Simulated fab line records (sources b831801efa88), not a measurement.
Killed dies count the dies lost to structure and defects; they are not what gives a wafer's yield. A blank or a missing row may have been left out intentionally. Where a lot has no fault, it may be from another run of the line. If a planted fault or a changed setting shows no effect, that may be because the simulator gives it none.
Tool commonality check :: flow gf180mcu :: Lots sampled 12, wafers sampled 36

WHY THIS WAS OPENED
Of 12 lots, 2 have the reading STI_CVD_03_THK flagged at GF_STI_THK_MEAS_04. Fault-free wafers read 207.1 nm, with a standard deviation of 1.8.
Rule: a lot is flagged in two cases, either no wafer of it has a number, or all its wafers with numbers fall more than 4 standard deviations from that mean. The rest of the lots are taken to be sound.

lot: L523
measured: day 1 15:28
on: film metro-01
STI_CVD_03_THK (nm), wafer by wafer: 206.0 205.1 204.7
flag: 

lot: L524
measured: day 1 19:44
on: film metro-03
STI_CVD_03_THK (nm), wafer by wafer: 207.2 208.9 204.9
flag: 

lot: L525
measured: day 2 00:20
on: film metro-02
STI_CVD_03_THK (nm), wafer by wafer: 208.1 209.5 208.1
flag: 

lot: L526
measured: day 2 04:41
on: film metro-03
STI_CVD_03_THK (nm), wafer by wafer: 195.1 194.2 196.9
flag: FLAGGED

lot: L527
measured: day 2 10:33
on: film metro-01
STI_CVD_03_THK (nm), wafer by wafer: 196.1 196.3 193.9
flag: FLAGGED

lot: L528
measured: day 2 15:07
on: film metro-01
STI_CVD_03_THK (nm), wafer by wafer: 206.2 206.9 205.0
flag: 

lot: L537
measured: day 4 12:35
on: film metro-03
STI_CVD_03_THK (nm), wafer by wafer: 206.2 204.1 204.2
flag: 

lot: L538
measured: day 4 16:59
on: film metro-02
STI_CVD_03_THK (nm), wafer by wafer: 210.1 209.9 210.7
flag: 

lot: L541
measured: day 5 07:56
on: film metro-03
STI_CVD_03_THK (nm), wafer by wafer: 205.8 206.1 205.2
flag: 

lot: L542
measured: day 5 12:35
on: film metro-01
STI_CVD_03_THK (nm), wafer by wafer: 208.8 207.5 209.1
flag: 

lot: L543
measured: day 5 17:34
on: film metro-03
STI_CVD_03_THK (nm), wafer by wafer: 207.2 205.7 207.6
flag: 

lot: L545
measured: day 6 03:46
on: film metro-03
STI_CVD_03_THK (nm), wafer by wafer: 205.9 205.6 206.8
flag: 
The numbers of the flagged lots are 195.4 nm on average: -11.7 nm against the usual, or -6 standard deviations.

EACH LOT AND THE TOOL IT RAN ON
The record holds 1 process step before the reading, out of a route of 602 steps. Every cell lists first the tool, next ch and the chambers used by the sampled wafers, and last the start.
lot: L523
flag: 
GF_STI_CVD_03: lpcvd-01 ch 0, day 1 12:29

lot: L524
flag: 
GF_STI_CVD_03: lpcvd-01 ch 1, day 1 17:44

lot: L525
flag: 
GF_STI_CVD_03: lpcvd-01 ch 0, day 1 22:20

lot: L526
flag: FLAGGED
GF_STI_CVD_03: lpcvd-01 ch 0, day 2 02:42

lot: L527
flag: FLAGGED
GF_STI_CVD_03: lpcvd-01 ch 1, day 2 07:34

lot: L528
flag: 
GF_STI_CVD_03: lpcvd-02 ch 0, day 2 13:07

lot: L537
flag: 
GF_STI_CVD_03: lpcvd-02 ch 1, day 4 09:34

lot: L538
flag: 
GF_STI_CVD_03: lpcvd-02 ch 0, day 4 14:58

lot: L541
flag: 
GF_STI_CVD_03: lpcvd-02 ch 1, day 5 05:57

lot: L542
flag: 
GF_STI_CVD_03: lpcvd-01 ch 0, day 5 10:34

lot: L543
flag: 
GF_STI_CVD_03: lpcvd-01 ch 0, day 5 15:34

lot: L545
flag: 
GF_STI_CVD_03: lpcvd-02 ch 0, day 6 01:45
What is done by these steps:
- GF_STI_CVD_03: deposits Si3N4 from DCS/NH3, target thk 207.16 nm, time 3551 s.
- GF_STI_THK_MEAS_04

FLAGGED OVER TOTAL, TOOL BY TOOL (the gauges that took the reading come last)
step: GF_STI_CVD_03
tool: lpcvd-01
lots run: 7
flagged: 2
share of the flagged lots: all
sound lots run after its first flagged lot: 2 (L542,L543)

step: GF_STI_CVD_03
tool: lpcvd-02
lots run: 5
flagged: 0
share of the flagged lots: none
sound lots run after its first flagged lot: -

step: GF_STI_THK_MEAS_04
tool: film metro-01
lots run: 4
flagged: 1
share of the flagged lots: some
sound lots run after its first flagged lot: 2 (L528,L542)

step: GF_STI_THK_MEAS_04
tool: film metro-02
lots run: 2
flagged: 0
share of the flagged lots: none
sound lots run after its first flagged lot: -

step: GF_STI_THK_MEAS_04
tool: film metro-03
lots run: 6
flagged: 1
share of the flagged lots: some
sound lots run after its first flagged lot: 4 (L537,L541,L543,L545)

THE TABLE: WHAT IT ALLOWS
Rows of the table that ran each flagged lot: 1, that is lpcvd-01 at GF_STI_CVD_03.
- lpcvd-01 at GF_STI_CVD_03 ran 7 lots, 2 of them flagged. After the first flagged lot (L542, L543), sound lots still ran on it; a lasting fault on the whole tool would not permit that. Its own readings lie more than 4 standard deviations out on every wafer of the flagged lots: pressure mtorr.
None of the table's rows ran every flagged lot and, after the first, no sound lot.

WHAT WAS PUT IN BY THE SIMULATOR
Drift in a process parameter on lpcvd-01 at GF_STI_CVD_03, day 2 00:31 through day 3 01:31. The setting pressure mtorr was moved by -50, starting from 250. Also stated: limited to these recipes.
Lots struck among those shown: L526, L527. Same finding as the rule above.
